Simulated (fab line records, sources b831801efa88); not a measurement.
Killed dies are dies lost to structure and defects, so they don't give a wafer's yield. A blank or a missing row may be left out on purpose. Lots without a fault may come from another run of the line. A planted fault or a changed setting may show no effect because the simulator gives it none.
Split-lot experiment | flow sfq_line | 5 lots, 23 wafers read, on a route of 325 steps

THE SPLIT
At SFQ_TRILAYER_I7_VIA_LITHO_PEB_190 (peb time 60 s), the setting peb_temp_c was moved away from the recipe's 115 C on 7 of the 23 wafers read, by -2.3% to +0.9%. The other wafers ran this setting at the recipe's value.

The file shows no step between the split and the reading.

THE READING
I7.cd_nm (the simulator's own value, which no gauge read), in nm, at SFQ_TRILAYER_I7_VIA_BARC_OPEN_VIA_ETCH_260 (etches BARC in O2, target depth 125 nm, time 41.7 s). The file gives no usual value for it. The 16 wafers here that ran the recipe average 998.9 nm, standard deviation 2.3 nm.

wafer  | tool, chamber at the split | peb_temp_c as run, C | against the recipe | I7.cd_nm, nm | against lot-mates on the recipe
L074.1 | litho_track-03, 0          | 113                  | -1.7%              | 955.9        | -40.0
L074.2 | litho_track-03, 0          | 113                  | -1.7%              | 956.4        | -39.5
L074.3 | litho_track-03, 0          | 115                  | recipe             | 996          | -
L074.4 | litho_track-03, 0          | 115                  | recipe             | 995.8        | -
L074.5 | litho_track-03, 0          | 115                  | recipe             | 995.9        | -
L075.1 | litho_track-03, 0          | 112.4                | -2.3%              | 943.6        | -54.8
L075.2 | litho_track-03, 0          | 112.4                | -2.3%              | 945.6        | -52.8
L075.3 | litho_track-03, 0          | 112.4                | -2.3%              | 945.4        | -53.0
L075.4 | litho_track-03, 0          | 115                  | recipe             | 998.7        | -
L075.6 | litho_track-03, 0          | 115                  | recipe             | 998.1        | -
L076.3 | litho_track-04, 0          | 115                  | recipe             | 1001         | -
L076.4 | litho_track-04, 0          | 115                  | recipe             | 1002         | -
L076.6 | litho_track-04, 0          | 115                  | recipe             | 1000         | -
L081.1 | litho_track-02, 0          | 115                  | recipe             | 998.4        | -
L081.2 | litho_track-02, 0          | 115                  | recipe             | 999.3        | -
L081.3 | litho_track-02, 0          | 115                  | recipe             | 998.5        | -
L081.4 | litho_track-02, 0          | 115                  | recipe             | 996.3        | -
L081.6 | litho_track-02, 0          | 115                  | recipe             | 997.1        | -
L084.1 | litho_track-02, 0          | 115                  | recipe             | 1003         | -
L084.2 | litho_track-02, 0          | 115                  | recipe             | 1002         | -
L084.3 | litho_track-02, 0          | 115                  | recipe             | 1000         | -
L084.4 | litho_track-02, 0          | 116                  | +0.9%              | 1019         | +17.3
L084.5 | litho_track-02, 0          | 116                  | +0.9%              | 1020         | +18.3

THE FIT
A straight line over all 23 wafers: I7.cd_nm changes by +24 nm for each +1% of peb_temp_c; r = +1.00; the points scatter about the line by 2 nm.
The same after taking each lot's own level away (the mean of its wafers on the recipe; 23 wafers): +23.1 nm for each +1%; r = +1.00; scatter 1.2 nm.
On that fit, the largest move of peb_temp_c shifts the reading by 52 nm.
The lots' own levels span 995.90 to 1001.67 nm, that is 2.6 times the standard deviation above.
So the lot-to-lot level changes the slope little: the two slopes agree.
Check: with one of the wafers moved furthest among these (-2.3%) left out of the fit, the line predicts -52 nm for it against its lot-mates. It came out at -54.8 nm against them.

OTHER SPLITS ON THESE WAFERS
These wafers also went through other splits before the reading. Each is held against what the fit with the lots' levels taken away leaves over:
other split on the same wafers       | wafers away from the commonest value | r with I7.cd_nm (lot level and that fit taken away)
SFQ_TRILAYER_I7_DEP_PECVD_183 time_s | 5                                    | -0.27

THE FILE'S OWN FIT
I7.cd_nm changes by +23.1 nm for each +1% of peb_temp_c, r = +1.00.
